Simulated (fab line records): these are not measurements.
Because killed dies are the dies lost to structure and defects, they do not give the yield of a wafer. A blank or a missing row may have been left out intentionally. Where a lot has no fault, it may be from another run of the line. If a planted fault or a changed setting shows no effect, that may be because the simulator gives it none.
What tool caused it? || flow sky130 || 17 wafers from 6 lots sampled at 3 of the route's 708 steps

== WHAT THE GAUGES READ, wafer by wafer ==
SKY_LI_CONTACT_RS_MEAS_22: uses a four-point probe to measure.
{"lot": "L505", "measured": "day 30 06:28", "on": "filmMetro-04", "LI_CONTACT_W_RS (ohm/sq)": "0.281 0.279 0.283"}
{"lot": "L511", "measured": "day 32 15:29", "on": "filmMetro-01", "LI_CONTACT_W_RS (ohm/sq)": "0.284 0.285 0.283"}
{"lot": "L512", "measured": "day 33 03:01", "on": "filmMetro-03", "LI_CONTACT_W_RS (ohm/sq)": "0.281 0.287 0.283"}
{"lot": "L515", "measured": "day 33 12:53", "on": "filmMetro-03", "LI_CONTACT_W_RS (ohm/sq)": "0.288 0.285 0.286"}
{"lot": "L519", "measured": "day 35 00:19", "on": "filmMetro-03", "LI_CONTACT_W_RS (ohm/sq)": "0.249 0.287"}
{"lot": "L524", "measured": "day 36 10:08", "on": "filmMetro-03", "LI_CONTACT_W_RS (ohm/sq)": "0.284 0.278 0.279"}

== WHAT TOOL EACH LOT RAN ON (gives the tool, then ch and the chambers of the sampled wafers, and finally the start) ==
{"lot": "L505", "SKY_SD_N_RTA_14": "rtpAnneal-02 ch 0, day 28 23:22", "SKY_LI_CONTACT_CVD_21": "cvdW-02 ch 0,1, day 30 06:21"}
{"lot": "L511", "SKY_SD_N_RTA_14": "rtpAnneal-01 ch 0, day 31 10:11", "SKY_LI_CONTACT_CVD_21": "cvdW-02 ch 0,1, day 32 15:22"}
{"lot": "L512", "SKY_SD_N_RTA_14": "rtpAnneal-01 ch 0, day 31 21:10", "SKY_LI_CONTACT_CVD_21": "cvdW-02 ch 0,1, day 33 02:54"}
{"lot": "L515", "SKY_SD_N_RTA_14": "rtpAnneal-01 ch 0, day 32 07:38", "SKY_LI_CONTACT_CVD_21": "cvdW-02 ch 0,1, day 33 12:44"}
{"lot": "L519", "SKY_SD_N_RTA_14": "rtpAnneal-01 ch 0, day 33 19:49", "SKY_LI_CONTACT_CVD_21": "cvdW-02 ch 0, day 35 00:11"}
{"lot": "L524", "SKY_SD_N_RTA_14": "rtpAnneal-01 ch 0, day 35 06:07", "SKY_LI_CONTACT_CVD_21": "cvdW-01 ch 0,1, day 36 10:01"}
- SKY_SD_N_RTA_14: time 2 s.
- SKY_LI_CONTACT_CVD_21: deposits W, target thk 400 nm, time 120.56 s.

== THE ANSWER, worked out from the rows above alone ==
Rule: usual is defined by the lots themselves. The widest of any qualifying gaps counts: lots, ordered by their means at a reading, are off when they make up no more than a third of the lots, leave a main group of 4 or more, and stand apart from it by 3 or more times the standard deviation of that group's means. A main group is skipped when, at the precision printed for the reading in the tables above, its means are all equal. Also off: a lot with no number at a reading for which 4 or more lots have one. Where the step has rows for the other lots, those lots are counted as sound.
Off: L519, seen at SKY_LI_CONTACT_RS_MEAS_22 (LI_CONTACT_W_RS). For the main group the mean is 0.283 ohm/sq and the standard deviation 0.0022.
A tool fits if, at a process step before that reading, it ran every lot that is off, and no sound lot after the first of them. The gauges at SKY_LI_CONTACT_RS_MEAS_22 are tried like those tools. One fits: SKY_LI_CONTACT_CVD_21 on cvdW-02. A fault onset in the window from L515 (day 33 12:44, its last sound lot) to L519 (day 35 00:11, its first lot off) fits.

== WHAT HAD BEEN PUT IN BY THE SIMULATOR ==
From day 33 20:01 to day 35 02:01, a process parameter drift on cvdW-02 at SKY_LI_CONTACT_CVD_21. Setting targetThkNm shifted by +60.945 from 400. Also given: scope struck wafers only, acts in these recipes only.
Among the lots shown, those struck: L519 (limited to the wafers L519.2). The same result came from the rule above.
